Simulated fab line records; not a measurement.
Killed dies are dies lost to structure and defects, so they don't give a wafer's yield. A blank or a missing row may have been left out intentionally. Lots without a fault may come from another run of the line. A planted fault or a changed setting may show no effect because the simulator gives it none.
Which tool did it? :: flow gf180mcu :: 24 lots, 72 wafers sampled, at 3 steps of a route of 602

## WHAT EACH GAUGE READ, for each wafer
GF_M4_OVL_MEAS_15.
lot: L074
measured: day 23 18:08
on: overlay-02
M4_OVL (nm): -3 -8 -5

lot: L075
measured: day 24 07:53
on: overlay-01
M4_OVL (nm): 8 -5 6

lot: L076
measured: day 24 10:02
on: overlay-01
M4_OVL (nm): -9 -4 5

lot: L077
measured: day 24 15:44
on: overlay-02
M4_OVL (nm): 1 -19 1

lot: L078
measured: day 25 01:31
on: overlay-01
M4_OVL (nm): -14 -12 -7

lot: L079
measured: day 25 07:58
on: overlay-02
M4_OVL (nm): 1 -9 -3

lot: L080
measured: day 26 00:05
on: overlay-02
M4_OVL (nm): 16 -7 -9

lot: L081
measured: day 26 09:26
on: overlay-01
M4_OVL (nm): -7 -13 4

lot: L082
measured: day 26 10:55
on: overlay-01
M4_OVL (nm): -12 -4 -3

lot: L083
measured: day 26 20:16
on: overlay-01
M4_OVL (nm): -21 -20 -24

lot: L084
measured: day 26 19:55
on: overlay-01
M4_OVL (nm): -7 -3 -3

lot: L085
measured: day 27 06:48
on: overlay-01
M4_OVL (nm): 0 -1 -1

lot: L086
measured: day 27 11:02
on: overlay-01
M4_OVL (nm): -8 -6 -7

lot: L087
measured: day 27 21:45
on: overlay-01
M4_OVL (nm): -12 -16 -8

lot: L088
measured: day 28 02:47
on: overlay-01
M4_OVL (nm): 7 -17 -5

lot: L089
measured: day 28 07:28
on: overlay-01
M4_OVL (nm): 1 -3 7

lot: L090
measured: day 28 17:20
on: overlay-02
M4_OVL (nm): 0 -7 -7

lot: L091
measured: day 28 23:56
on: overlay-01
M4_OVL (nm): -1 0 -6

lot: L092
measured: day 29 08:53
on: overlay-01
M4_OVL (nm): -13 -11 9

lot: L093
measured: day 29 14:44
on: overlay-01
M4_OVL (nm): 9 7 -2

lot: L094
measured: day 29 17:11
on: overlay-02
M4_OVL (nm): -21 -7 3

lot: L095
measured: day 29 22:50
on: overlay-02
M4_OVL (nm): -3 3 1

lot: L096
measured: day 30 04:58
on: overlay-02
M4_OVL (nm): -13 -10 -11

lot: L097
measured: day 30 10:26
on: overlay-01
M4_OVL (nm): -11 -13 -6

## EACH LOT AND THE TOOL THAT RAN IT (in order: tool; ch and the chambers of the sampled wafers; start)
lot: L074
GF_SALICIDE_RTA_08: rtp_anneal-02 ch 0, day 15 08:49
GF_M3_SPUTTER_00: pvd_sputter-04, day 20 15:03

lot: L075
GF_SALICIDE_RTA_08: rtp_anneal-02 ch 0, day 16 00:26
GF_M3_SPUTTER_00: pvd_sputter-01, day 21 07:22

lot: L076
GF_SALICIDE_RTA_08: rtp_anneal-01 ch 0, day 16 03:56
GF_M3_SPUTTER_00: pvd_sputter-04, day 21 10:27

lot: L077
GF_SALICIDE_RTA_08: rtp_anneal-02 ch 0, day 16 09:19
GF_M3_SPUTTER_00: pvd_sputter-03, day 21 15:39

lot: L078
GF_SALICIDE_RTA_08: rtp_anneal-01 ch 0, day 16 18:07
GF_M3_SPUTTER_00: pvd_sputter-01, day 22 02:29

lot: L079
GF_SALICIDE_RTA_08: rtp_anneal-02 ch 0, day 17 01:46
GF_M3_SPUTTER_00: pvd_sputter-01, day 22 09:28

lot: L080
GF_SALICIDE_RTA_08: rtp_anneal-01 ch 0, day 17 17:35
GF_M3_SPUTTER_00: pvd_sputter-03, day 23 02:07

lot: L081
GF_SALICIDE_RTA_08: rtp_anneal-02 ch 0, day 18 04:47
GF_M3_SPUTTER_00: pvd_sputter-01, day 23 13:14

lot: L082
GF_SALICIDE_RTA_08: rtp_anneal-01 ch 0, day 18 08:55
GF_M3_SPUTTER_00: pvd_sputter-01, day 23 15:55

lot: L083
GF_SALICIDE_RTA_08: rtp_anneal-02 ch 0, day 18 15:02
GF_M3_SPUTTER_00: pvd_sputter-01, day 24 00:45

lot: L084
GF_SALICIDE_RTA_08: rtp_anneal-01 ch 0, day 18 16:42
GF_M3_SPUTTER_00: pvd_sputter-03, day 24 00:13

lot: L085
GF_SALICIDE_RTA_08: rtp_anneal-02 ch 0, day 19 06:26
GF_M3_SPUTTER_00: pvd_sputter-04, day 24 12:44

lot: L086
GF_SALICIDE_RTA_08: rtp_anneal-01 ch 0, day 19 12:09
GF_M3_SPUTTER_00: pvd_sputter-03, day 24 17:36

lot: L087
GF_SALICIDE_RTA_08: rtp_anneal-02 ch 0, day 19 20:59
GF_M3_SPUTTER_00: pvd_sputter-03, day 25 04:14

lot: L088
GF_SALICIDE_RTA_08: rtp_anneal-02 ch 0, day 20 07:11
GF_M3_SPUTTER_00: pvd_sputter-03, day 25 10:01

lot: L089
GF_SALICIDE_RTA_08: rtp_anneal-01 ch 0, day 20 12:45
GF_M3_SPUTTER_00: pvd_sputter-03, day 25 15:32

lot: L090
GF_SALICIDE_RTA_08: rtp_anneal-01 ch 0, day 20 23:49
GF_M3_SPUTTER_00: pvd_sputter-01, day 26 01:31

lot: L091
GF_SALICIDE_RTA_08: rtp_anneal-02 ch 0, day 21 10:11
GF_M3_SPUTTER_00: pvd_sputter-01, day 26 09:20

lot: L092
GF_SALICIDE_RTA_08: rtp_anneal-02 ch 0, day 21 18:07
GF_M3_SPUTTER_00: pvd_sputter-04, day 26 17:53

lot: L093
GF_SALICIDE_RTA_08: rtp_anneal-01 ch 0, day 21 23:34
GF_M3_SPUTTER_00: pvd_sputter-01, day 27 01:07

lot: L094
GF_SALICIDE_RTA_08: rtp_anneal-02 ch 0, day 22 04:35
GF_M3_SPUTTER_00: pvd_sputter-01, day 27 02:59

lot: L095
GF_SALICIDE_RTA_08: rtp_anneal-02 ch 0, day 22 15:27
GF_M3_SPUTTER_00: pvd_sputter-01, day 27 10:24

lot: L096
GF_SALICIDE_RTA_08: rtp_anneal-02 ch 0, day 22 20:02
GF_M3_SPUTTER_00: pvd_sputter-01, day 27 15:28

lot: L097
GF_SALICIDE_RTA_08: rtp_anneal-01 ch 0, day 23 02:37
GF_M3_SPUTTER_00: pvd_sputter-01, day 27 21:36
- GF_SALICIDE_RTA_08: time 30 s.
- GF_M3_SPUTTER_00: material Ti, target thk 37.5 nm, time 150 s.

## AS READ BY THE TOOLS THEMSELVES (means over the sampled wafers that have a number; for cases with no such wafer, the mark the record gives instead)
GF_SALICIDE_RTA_08.
lot: L074
tool: rtp_anneal-02
lamp_power_pct (%): 20.1
wafer_temp_C_max: 806.1

lot: L075
tool: rtp_anneal-02
lamp_power_pct (%): 20.1
wafer_temp_C_max: 805.5

lot: L076
tool: rtp_anneal-01
lamp_power_pct (%): 15.2
wafer_temp_C_max: 803.4

lot: L077
tool: rtp_anneal-02
lamp_power_pct (%): 20.0
wafer_temp_C_max: 806.0

lot: L078
tool: rtp_anneal-01
lamp_power_pct (%): 15.2
wafer_temp_C_max: 803.6

lot: L079
tool: rtp_anneal-02
lamp_power_pct (%): 20.0
wafer_temp_C_max: 805.0

lot: L080
tool: rtp_anneal-01
lamp_power_pct (%): 15.2
wafer_temp_C_max: 802.6

lot: L081
tool: rtp_anneal-02
lamp_power_pct (%): 20.0
wafer_temp_C_max: 806.5

lot: L082
tool: rtp_anneal-01
lamp_power_pct (%): 15.2
wafer_temp_C_max: 802.5

lot: L083
tool: rtp_anneal-02
lamp_power_pct (%): 20.0
wafer_temp_C_max: 806.7

lot: L084
tool: rtp_anneal-01
lamp_power_pct (%): 15.2
wafer_temp_C_max: 803.4

lot: L085
tool: rtp_anneal-02
lamp_power_pct (%): 20.0
wafer_temp_C_max: 805.9

lot: L086
tool: rtp_anneal-01
lamp_power_pct (%): 15.2
wafer_temp_C_max: 803.2

lot: L087
tool: rtp_anneal-02
lamp_power_pct (%): 20.0
wafer_temp_C_max: 805.5

lot: L088
tool: rtp_anneal-02
lamp_power_pct (%): 20.0
wafer_temp_C_max: 806.1

lot: L089
tool: rtp_anneal-01
lamp_power_pct (%): 15.2
wafer_temp_C_max: 803.0

lot: L090
tool: rtp_anneal-01
lamp_power_pct (%): 15.2
wafer_temp_C_max: 802.7

lot: L091
tool: rtp_anneal-02
lamp_power_pct (%): 20.0
wafer_temp_C_max: 806.0

lot: L092
tool: rtp_anneal-02
lamp_power_pct (%): 20.1
wafer_temp_C_max: 805.4

lot: L093
tool: rtp_anneal-01
lamp_power_pct (%): 15.2
wafer_temp_C_max: 802.6

lot: L094
tool: rtp_anneal-02
lamp_power_pct (%): 20.1
wafer_temp_C_max: 805.1

lot: L095
tool: rtp_anneal-02
lamp_power_pct (%): 20.0
wafer_temp_C_max: 805.3

lot: L096
tool: rtp_anneal-02
lamp_power_pct (%): 20.0
wafer_temp_C_max: 804.6

lot: L097
tool: rtp_anneal-01
lamp_power_pct (%): 15.2
wafer_temp_C_max: 802.5

GF_M3_SPUTTER_00.
lot: L074
tool: pvd_sputter-04
throttle_valve_pct (%): 30.2

lot: L075
tool: pvd_sputter-01
throttle_valve_pct (%): 29.7

lot: L076
tool: pvd_sputter-04
throttle_valve_pct (%): 30.3

lot: L077
tool: pvd_sputter-03
throttle_valve_pct (%): 29.9

lot: L078
tool: pvd_sputter-01
throttle_valve_pct (%): 30.1

lot: L079
tool: pvd_sputter-01
throttle_valve_pct (%): 29.8

lot: L080
tool: pvd_sputter-03
throttle_valve_pct (%): 29.4

lot: L081
tool: pvd_sputter-01
throttle_valve_pct (%): 28.9

lot: L082
tool: pvd_sputter-01
throttle_valve_pct (%): 29.6

lot: L083
tool: pvd_sputter-01
throttle_valve_pct (%): 28.7

lot: L084
tool: pvd_sputter-03
throttle_valve_pct (%): 29.5

lot: L085
tool: pvd_sputter-04
throttle_valve_pct (%): 30.2

lot: L086
tool: pvd_sputter-03
throttle_valve_pct (%): 29.6

lot: L087
tool: pvd_sputter-03
throttle_valve_pct (%): 29.4

lot: L088
tool: pvd_sputter-03
throttle_valve_pct (%): 30.1

lot: L089
tool: pvd_sputter-03
throttle_valve_pct (%): 28.9

lot: L090
tool: pvd_sputter-01
throttle_valve_pct (%): 29.7

lot: L091
tool: pvd_sputter-01
throttle_valve_pct (%): 30.9

lot: L092
tool: pvd_sputter-04
throttle_valve_pct (%): 30.6

lot: L093
tool: pvd_sputter-01
throttle_valve_pct (%): 29.8

lot: L094
tool: pvd_sputter-01
throttle_valve_pct (%): 30.2

lot: L095
tool: pvd_sputter-01
throttle_valve_pct (%): 30.3

lot: L096
tool: pvd_sputter-01
throttle_valve_pct (%): 30.2

lot: L097
tool: pvd_sputter-01
throttle_valve_pct (%): 30.0

## THE ANSWER, worked out from the rows above alone
Rule: what is usual is taken from the lots themselves. The widest of any qualifying gaps counts: lots, ordered by their means at a reading, are off when they make up no more than a third of the lots, leave a main group of 4 or more, and stand apart from it by 3 or more times the standard deviation of that group's means. A main group is skipped when, at the precision printed for the reading in the tables above, its means are all equal. A lot without any number at a reading at which 4 lots or more have one is off too. Any other lot the step has rows for is counted as sound. After the gauges, taken in route order, come the tools' own readings; for these a lot's mean is taken, as printed above. At the first step where some lot is off, the reading lying furthest off is the one used; lots without a number count as furthest.
None of the lots is off at any reading shown; this tells nothing.

## WHAT THE SIMULATOR HAD PUT IN
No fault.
